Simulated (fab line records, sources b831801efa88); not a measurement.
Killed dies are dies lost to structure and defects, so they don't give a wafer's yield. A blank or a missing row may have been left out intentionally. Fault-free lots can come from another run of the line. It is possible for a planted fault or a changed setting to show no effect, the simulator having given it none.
Lot-split experiment | flow sky130 | 5 lots, 23 wafers read, on a route of 708 steps

== THE SPLIT ==
At SKY_METAL5_METAL_ETCH_15 (etches the open film in Cl2/BCl3, stops on SiO2, target depth 1260 nm, time 252 s), the setting timeS was moved away from the recipe's 252 s on 8 of the 23 wafers read, by +5.6% to +13.0%. All remaining wafers had this setting at the recipe value.

The reading is taken at the split's own step.

== THE READING ==
NOVOLAK_of_METAL5_COAT_09.thkNm (the simulator's own value, which no gauge read), in nm, at SKY_METAL5_METAL_ETCH_15 (etches the open film in Cl2/BCl3, stops on SiO2, target depth 1260 nm, time 252 s). The file gives no usual value for it. The 15 wafers here that ran the recipe average 1021.5 nm, standard deviation 8.2 nm.

wafer  | tool, chamber at the split | timeS as run, s | against the recipe | NOVOLAK_of_METAL5_COAT_09.thkNm, nm | against lot-mates on the recipe
L075.1 | rieMetal-04, 0             | 266             | +5.6%              | 949.7                               | -58.8
L075.2 | rieMetal-04, 1             | 266             | +5.6%              | 978.3                               | -30.2
L075.3 | rieMetal-04, 0             | 252             | recipe             | 1006                                | -
L075.4 | rieMetal-04, 1             | 252             | recipe             | 1011                                | -
L075.6 | rieMetal-04, 0             | 266             | +5.6%              | 948.3                               | -60.2
L078.1 | rieMetal-01, 0             | 252             | recipe             | 1023                                | -
L078.2 | rieMetal-01, 1             | 252             | recipe             | 1015                                | -
L078.3 | rieMetal-01, 1             | 252             | recipe             | 1013                                | -
L078.4 | rieMetal-01, 0             | 284.5           | +12.9%             | 919.3                               | -97.7
L078.6 | rieMetal-01, 0             | 284.5           | +12.9%             | 922.4                               | -94.6
L079.2 | rieMetal-04, 0             | 284.7           | +13.0%             | 923.2                               | -101.3
L079.3 | rieMetal-04, 0             | 284.7           | +13.0%             | 925.8                               | -98.7
L079.4 | rieMetal-04, 1             | 284.7           | +13.0%             | 931.7                               | -92.8
L079.5 | rieMetal-04, 1             | 252             | recipe             | 1030                                | -
L079.6 | rieMetal-04, 0             | 252             | recipe             | 1019                                | -
L080.1 | rieMetal-02, 0             | 252             | recipe             | 1029                                | -
L080.5 | rieMetal-02, 1             | 252             | recipe             | 1031                                | -
L080.6 | rieMetal-02, 0             | 252             | recipe             | 1035                                | -
L081.1 | rieMetal-04, 0             | 252             | recipe             | 1018                                | -
L081.2 | rieMetal-04, 1             | 252             | recipe             | 1030                                | -
L081.4 | rieMetal-04, 1             | 252             | recipe             | 1024                                | -
L081.5 | rieMetal-04, 1             | 252             | recipe             | 1023                                | -
L081.6 | rieMetal-04, 0             | 252             | recipe             | 1015                                | -

THE FIT
A straight line over all 23 wafers: NOVOLAK_of_METAL5_COAT_09.thkNm changes by -7.69 nm for each +1% of timeS; r = -0.96; the points scatter about the line by 12 nm.
The same after taking each lot's own level away (the mean of its wafers on the recipe; 23 wafers): -7.57 nm for each +1%; r = -0.99; scatter 7.1 nm.
On that fit, the largest move of timeS shifts the reading by 98 nm.
Across the lots, their own levels run from 1008.50 to 1031.67 nm, a range of 2.8 times the standard deviation given above.
Hence the lot-to-lot level has little effect on the slope; both slopes agree.
Check: with one of the wafers moved furthest among these (+13.0%) left out of the fit, the line predicts -98.5 nm for it against its lot-mates. It came out at -101 nm against them.

== FURTHER SPLITS ON THESE WAFERS ==
Other splits were also applied to these wafers ahead of the reading. Each is held against what the fit with the lots' levels taken away leaves over:
other split on the same wafers | wafers away from the commonest value | r with NOVOLAK_of_METAL5_COAT_09.thkNm (lot level and that fit taken away)
SKY_CAP2M_COAT_07 spinRpm      | 8                                    | +0.23
SKY_VIA4_DEVELOP_10 devTempC   | 7                                    | -0.04
SKY_VIA4_CVD_18 tempC          | 7                                    | -0.12

== THE WHOLE CHAIN: every reading that the file lists as answering this split, in the file's order ==
step                     | what it does                                                                      | reading                                                                          | change (the file's fit)              | r (the file's)
SKY_METAL5_METAL_ETCH_15 | etches the open film in Cl2/BCl3, stops on SiO2, target depth 1260 nm, time 252 s | NOVOLAK_of_METAL5_COAT_09.thkNm (the simulator's own value, which no gauge read) | -7.61 nm for each +1% of the setting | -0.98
SKY_METAL5_STRIP_16      | strips in O2/N2                                                                   | stripTimeToEndpointS                                                             | withheld for each +1% of the setting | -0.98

== THE FILE'S OWN FIT ==
NOVOLAK_of_METAL5_COAT_09.thkNm changes by -7.61 nm for each +1% of timeS, r = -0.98.
